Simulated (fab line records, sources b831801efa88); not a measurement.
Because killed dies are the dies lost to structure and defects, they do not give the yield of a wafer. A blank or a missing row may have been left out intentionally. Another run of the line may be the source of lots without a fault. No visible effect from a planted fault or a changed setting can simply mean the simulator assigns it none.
Which tool was responsible? :: flow sky130 :: 12 lots, 36 wafers sampled, at 5 steps of a route of 708

== WHAT THE GAUGES SHOWED, per wafer ==
SKY_CONTACT_OVL_MEAS_15. Usual: CONTACT_OVL gives 0 nm (standard deviation 4.8).
lot: L208
measured: day 31 23:36
on: overlay-01
CONTACT_OVL (nm): -2 3 5
flag: 

lot: L209
measured: day 32 03:20
on: overlay-01
CONTACT_OVL (nm): -8 -7 -6
flag: 

lot: L210
measured: day 32 13:53
on: overlay-01
CONTACT_OVL (nm): 2 -2 -9
flag: 

lot: L212
measured: day 33 05:45
on: overlay-02
CONTACT_OVL (nm): 3 4 -2
flag: 

lot: L213
measured: day 33 10:14
on: overlay-01
CONTACT_OVL (nm): 6 4 5
flag: 

lot: L215
measured: day 34 05:32
on: overlay-01
CONTACT_OVL (nm): -5 -1 0
flag: 

lot: L216
measured: day 34 19:24
on: overlay-01
CONTACT_OVL (nm): 7 2 0
flag: 

lot: L218
measured: day 35 06:37
on: overlay-02
CONTACT_OVL (nm): -2 3 -4
flag: 

lot: L219
measured: day 35 11:44
on: overlay-02
CONTACT_OVL (nm): 6 5 5
flag: 

lot: L224
measured: day 36 23:50
on: overlay-02
CONTACT_OVL (nm): 4 0 -11
flag: 

lot: L225
measured: day 37 01:44
on: overlay-02
CONTACT_OVL (nm): 0 -4 2
flag: 

lot: L229
measured: day 38 15:29
on: overlay-02
CONTACT_OVL (nm): -6 -2 -7
flag: 

SKY_CONTACT_THK_MEAS_26: measures by xrf. Usual: CONTACT_W_THK gives 341 nm (standard deviation 5.2).
lot: L208
measured: day 32 00:39
on: film_metro-04
CONTACT_W_THK (nm): 339 338 343
flag: 

lot: L209
measured: day 32 04:24
on: film_metro-02
CONTACT_W_THK (nm): 345 347 338
flag: 

lot: L210
measured: day 32 14:59
on: film_metro-02
CONTACT_W_THK (nm): 340 343 341
flag: 

lot: L212
measured: day 33 06:49
on: film_metro-04
CONTACT_W_THK (nm): 338 341 343
flag: 

lot: L213
measured: day 33 11:20
on: film_metro-02
CONTACT_W_THK (nm): 338 344 343
flag: 

lot: L215
measured: day 34 06:44
on: film_metro-04
CONTACT_W_THK (nm): 343 344 344
flag: 

lot: L216
measured: day 34 20:30
on: film_metro-02
CONTACT_W_THK (nm): 336 331 334
flag: 

lot: L218
measured: day 35 07:40
on: film_metro-02
CONTACT_W_THK (nm): 341 341 335
flag: 

lot: L219
measured: day 35 12:47
on: film_metro-02
CONTACT_W_THK (nm): 338 338 343
flag: 

lot: L224
measured: day 37 00:54
on: film_metro-04
CONTACT_W_THK (nm): 338 341 336
flag: 

lot: L225
measured: day 37 02:48
on: film_metro-02
CONTACT_W_THK (nm): 331 332 331
flag: 

lot: L229
measured: day 38 16:34
on: film_metro-01
CONTACT_W_THK (nm): 345 349 352
flag: 

SKY_VIA1_THK_MEAS_01. Usual: VIA1_HDPCVD_THK gives 1031 nm (standard deviation 9).
lot: L208
measured: day 33 05:13
on: film_metro-01
VIA1_HDPCVD_THK (nm): 1036 1031 1029
flag: 

lot: L209
measured: day 33 08:33
on: film_metro-03
VIA1_HDPCVD_THK (nm): 1039 1040 1029
flag: 

lot: L210
measured: day 33 20:07
on: film_metro-01
VIA1_HDPCVD_THK (nm): 1030 1034 1047
flag: 

lot: L212
measured: day 34 10:35
on: film_metro-01
VIA1_HDPCVD_THK (nm): 1032 1039 1042
flag: 

lot: L213
measured: day 34 15:48
on: film_metro-04
VIA1_HDPCVD_THK (nm): 1027 1021 1035
flag: 

lot: L215
measured: day 35 10:38
on: film_metro-03
VIA1_HDPCVD_THK (nm): 1033 1028 1021
flag: 

lot: L216
measured: day 36 00:07
on: film_metro-01
VIA1_HDPCVD_THK (nm): 1018 1024 1031
flag: 

lot: L218
measured: day 36 11:23
on: film_metro-01
VIA1_HDPCVD_THK (nm): 1048 1039 1045
flag: 

lot: L219
measured: day 36 16:58
on: film_metro-01
VIA1_HDPCVD_THK (nm): 1038 1029 1033
flag: 

lot: L224
measured: day 38 04:04
on: film_metro-03
VIA1_HDPCVD_THK (nm): 1545 1042 1544 1545 1041 1545
flag: OFF

lot: L225
measured: day 38 06:16
on: film_metro-03
VIA1_HDPCVD_THK (nm): 1026 1552 1023 1025 1553 1023
flag: OFF

lot: L229
measured: day 39 18:05
on: film_metro-03
VIA1_HDPCVD_THK (nm): 1012 1016 1009
flag: 

== TOOL THAT RAN EACH LOT (tool first, then ch and the chambers of the sampled wafers, then the start) ==
lot: L208
SKY_CONTACT_ETCH_17: rie_diel-04 ch 2,3, day 31 23:41
SKY_VIA1_HDPCVD_00: hdpcvd-02 ch 0,2, day 33 05:06

lot: L209
SKY_CONTACT_ETCH_17: rie_diel-03 ch 1,2,3, day 32 03:25
SKY_VIA1_HDPCVD_00: hdpcvd-01 ch 0,1, day 33 08:26

lot: L210
SKY_CONTACT_ETCH_17: rie_diel-01 ch 2,3, day 32 13:58
SKY_VIA1_HDPCVD_00: hdpcvd-02 ch 0,1,2, day 33 20:00

lot: L212
SKY_CONTACT_ETCH_17: rie_diel-01 ch 0,3, day 33 05:49
SKY_VIA1_HDPCVD_00: hdpcvd-02 ch 1,2, day 34 10:26

lot: L213
SKY_CONTACT_ETCH_17: rie_diel-04 ch 0,2,3, day 33 10:19
SKY_VIA1_HDPCVD_00: hdpcvd-02 ch 0,1, day 34 15:41

lot: L215
SKY_CONTACT_ETCH_17: rie_diel-04 ch 0, day 34 05:38
SKY_VIA1_HDPCVD_00: hdpcvd-01 ch 0,1,2, day 35 10:31

lot: L216
SKY_CONTACT_ETCH_17: rie_diel-04 ch 0,1,3, day 34 19:28
SKY_VIA1_HDPCVD_00: hdpcvd-02 ch 0,1,2, day 36 00:02

lot: L218
SKY_CONTACT_ETCH_17: rie_diel-03 ch 0,2,3, day 35 06:41
SKY_VIA1_HDPCVD_00: hdpcvd-02 ch 1,2, day 36 11:16

lot: L219
SKY_CONTACT_ETCH_17: rie_diel-03 ch 0,3, day 35 11:49
SKY_VIA1_HDPCVD_00: hdpcvd-01 ch 1,2, day 36 16:51

lot: L224
SKY_CONTACT_ETCH_17: rie_diel-04 ch 0,1,2, day 36 23:55
SKY_VIA1_HDPCVD_00: hdpcvd-02 ch 0,1, day 38 03:56

lot: L225
SKY_CONTACT_ETCH_17: rie_diel-04 ch 0,1,2, day 37 01:49
SKY_VIA1_HDPCVD_00: hdpcvd-02 ch 0,2, day 38 06:09

lot: L229
SKY_CONTACT_ETCH_17: rie_diel-01 ch 0,1,2, day 38 15:34
SKY_VIA1_HDPCVD_00: hdpcvd-01 ch 1,2, day 39 17:58
- SKY_CONTACT_ETCH_17: etches SiO2 in C4F8/O2/Ar, stops on Si3N4, target depth 340 nm.
- SKY_VIA1_HDPCVD_00: deposits SiO2, target thk 1030 nm, time 171.7 s.

== WHAT THE TOOLS THEMSELVES READ (means of the sampled wafers that have a number; where no wafer has one, the mark that the record gives instead) ==
SKY_CONTACT_ETCH_17. Usual: oes_product_au reads 0.892 a.u. (standard deviation 0.0044).
lot: L208
tool: rie_diel-04
oes_product_au (a.u.): 0.886
flag: 

lot: L209
tool: rie_diel-03
oes_product_au (a.u.): 0.893
flag: 

lot: L210
tool: rie_diel-01
oes_product_au (a.u.): 0.894
flag: 

lot: L212
tool: rie_diel-01
oes_product_au (a.u.): 0.893
flag: 

lot: L213
tool: rie_diel-04
oes_product_au (a.u.): 0.893
flag: 

lot: L215
tool: rie_diel-04
oes_product_au (a.u.): 0.891
flag: 

lot: L216
tool: rie_diel-04
oes_product_au (a.u.): 0.896
flag: 

lot: L218
tool: rie_diel-03
oes_product_au (a.u.): 0.892
flag: 

lot: L219
tool: rie_diel-03
oes_product_au (a.u.): 0.891
flag: 

lot: L224
tool: rie_diel-04
oes_product_au (a.u.): 0.889
flag: 

lot: L225
tool: rie_diel-04
oes_product_au (a.u.): 0.894
flag: 

lot: L229
tool: rie_diel-01
oes_product_au (a.u.): 0.889
flag: 

SKY_VIA1_HDPCVD_00. Usual: sih4_flow_sccm reads 59.99 sccm (standard deviation 0.19).
lot: L208
tool: hdpcvd-02
sih4_flow_sccm (sccm): 59.93
flag: 

lot: L209
tool: hdpcvd-01
sih4_flow_sccm (sccm): 59.96
flag: 

lot: L210
tool: hdpcvd-02
sih4_flow_sccm (sccm): 59.94
flag: 

lot: L212
tool: hdpcvd-02
sih4_flow_sccm (sccm): 60.23
flag: 

lot: L213
tool: hdpcvd-02
sih4_flow_sccm (sccm): 59.92
flag: 

lot: L215
tool: hdpcvd-01
sih4_flow_sccm (sccm): 60.05
flag: 

lot: L216
tool: hdpcvd-02
sih4_flow_sccm (sccm): 59.96
flag: 

lot: L218
tool: hdpcvd-02
sih4_flow_sccm (sccm): 59.94
flag: 

lot: L219
tool: hdpcvd-01
sih4_flow_sccm (sccm): 59.97
flag: 

lot: L224
tool: hdpcvd-02
sih4_flow_sccm (sccm): 80.06
flag: OFF

lot: L225
tool: hdpcvd-02
sih4_flow_sccm (sccm): 70.03
flag: OFF

lot: L229
tool: hdpcvd-01
sih4_flow_sccm (sccm): 59.93
flag: 

== THE ANSWER, worked out from the rows above alone ==
Rule: a lot is off if the mean of its wafers that have a number lies more than 3 standard deviations from the usual mean. Also off: a lot with no number at a reading for which 4 or more lots have one. Any other lot the step has rows for is counted as sound. After the gauges, taken in route order, come the tools' own readings; for these a lot's mean is taken, as printed above. At the first step where some lot is off, the reading lying furthest off is the one used; lots without a number count as furthest.
Off: L224, L225, at SKY_VIA1_THK_MEAS_01 (VIA1_HDPCVD_THK).
A tool fits if, at a process step before that reading, it ran every lot that is off, and no sound lot after the first of them. The gauges at SKY_VIA1_THK_MEAS_01 aren't tried: what is off there is off at SKY_VIA1_HDPCVD_00 too, on other tools, and a gauge's error can't cause that. Undecided on this evidence; 2 tools fit (rie_diel-04 at SKY_CONTACT_ETCH_17, hdpcvd-02 at SKY_VIA1_HDPCVD_00).

== WHAT THE SIMULATOR HAD PUT IN ==
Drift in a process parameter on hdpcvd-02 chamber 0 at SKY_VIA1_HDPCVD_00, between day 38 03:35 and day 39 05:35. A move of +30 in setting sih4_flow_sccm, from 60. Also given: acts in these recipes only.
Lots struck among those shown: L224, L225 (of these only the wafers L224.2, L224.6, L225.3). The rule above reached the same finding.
